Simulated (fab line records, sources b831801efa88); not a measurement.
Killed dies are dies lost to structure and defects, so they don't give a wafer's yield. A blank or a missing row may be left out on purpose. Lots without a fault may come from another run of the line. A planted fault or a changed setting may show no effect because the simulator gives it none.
A struck lot beside a sound one | flow sky130 | 17 steps out of a route of 708
Sound: wafers L588.1, L588.5, L588.6. Struck: wafers L598.1, L598.2, L598.4. The cause comes at the end.
At each step with rows: each side's tool, then ch and its chambers, then its first start. Under that, the readings that differ: sound wafers | struck wafers | difference of the means | sigmas: that difference in standard deviations of wafers without a fault.
alike: readings whose means differ by less than 2 such deviations, and words and numbers that are the same on both sides. not compared: withheld readings, readings that some wafer has no value for, bounds like >300 that may hide the same value, and numbers for which the record gives no deviation and whose values overlap.
The two part at a step that has a row with sigmas, a row that says differs or no value, or rows on one side only. Numbers that don't overlap but have no deviation are shown without sigmas and don't part them. A reading that every wafer of one side lacks parts them only if that side has two wafers or more.

first, 1 step without rows for these wafers: SKY_LDD_N_IMPLANT_15.
SKY_LDD_N_STRIP_16: strips in O2/N2.
  sound on plasma_asher-01 ch 0,1, day 20 05:18; struck on plasma_asher-03 ch 0,1, day 23 00:40
  alike: drypump_motor_current_A, o2_flow_sccm, oes_product_au, strip_time_to_endpoint_s
  not compared: rf_hours_counter_h
SKY_LDD_N_TW_MEAS_17:
  sound on film_metro-03, day 20 05:24; struck on film_metro-02, day 23 00:46
  reading  | sound          | struck         | difference | sigmas
  LDD_N_TW | 2621 2621 2640 | 2584 2581 2570 | -49        | -2
then, 7 steps without rows for these wafers: SKY_LDD_P_DEHYDRATE_00 (time 60 s); SKY_LDD_P_HMDS_01 (prime time 60 s); SKY_LDD_P_COAT_02 (resist thk 1140 nm); SKY_LDD_P_SOFTBAKE_03 (time 60 s); SKY_LDD_P_EXPOSE_04 (exposes mask PSDM, target cd 380 nm); SKY_LDD_P_PEB_05; SKY_LDD_P_DEVELOP_06 (develop time 61.09 s).
SKY_LDD_P_CD_MEAS_07: target cd 380 nm.
  sound on cd_sem-01, day 21 11:20; struck on cd_sem-02, day 24 06:11
  alike: cd_nm
SKY_LDD_P_OVL_MEAS_08:
  sound on overlay-02, day 21 11:27; struck on overlay-02, day 24 06:18
  alike: LDD_P_OVL
SKY_LDD_P_IMPLANT_09:
  sound on implanter-04 ch 0, day 21 11:29; struck on implanter-04 ch 0, day 24 06:20
  reading            | sound                           | struck                        | difference | sigmas
  dose_ions_cm2      | 1.0002e+13 1.0004e+13 9.998e+12 | 7.305e+12 7.286e+12 7.278e+12 | -2.712e+12 | -99 or more
  faraday_current_uA | 56.0 57.8 55.4                  | 41.5 41.2 41.2                | -15.1      | -15
  alike: beam_on_s
SKY_LDD_P_STRIP_10: strips in O2/N2.
  sound on plasma_asher-04 ch 0,1, day 21 11:38; struck on plasma_asher-03 ch 0,1, day 24 06:29
  alike: drypump_motor_current_A, o2_flow_sccm, oes_product_au, strip_time_to_endpoint_s
  not compared: rf_hours_counter_h
SKY_LDD_P_TW_MEAS_11:
  sound on film_metro-01, day 21 11:44; struck on film_metro-02, day 24 06:35
  reading  | sound       | struck      | difference | sigmas
  LDD_P_TW | 634 633 632 | 579 575 579 | -55        | -10
then, 1 step without rows for these wafers: SKY_LDD_HVN_DEHYDRATE_00 (time 60 s).
-- the record jumps here: 25 days lie between the struck wafers' starts before and after (it left off in module LDD_HVN and takes up again in module PAD_OPEN, whose first step shown is number 708 of the route) --
SKY_PAD_OPEN_PROBE_99:
  sound on prober-02, day 47 08:42; struck on prober-02, day 49 03:00
  reading                     | sound          | struck         | difference | sigmas
  model.etest.tip_p.rs_ohm_sq | 6927 6917 6915 | 8975 8980 9129 | +2108      |
  alike: killed_at_M0_to_M3, killed_at_M4_up, killed_at_contacts, killed_at_front_end, killed_at_other, killed_dies, killed_open, killed_short
  not compared: model.etest.tip_p.rs_ohm_sq_range

WHERE THEY PART
First at SKY_LDD_N_TW_MEAS_17; last, within this record, at SKY_LDD_P_TW_MEAS_11. Later steps at which nothing parts them and some readings are alike: SKY_PAD_OPEN_PROBE_99.

WHY: what the simulator had put in
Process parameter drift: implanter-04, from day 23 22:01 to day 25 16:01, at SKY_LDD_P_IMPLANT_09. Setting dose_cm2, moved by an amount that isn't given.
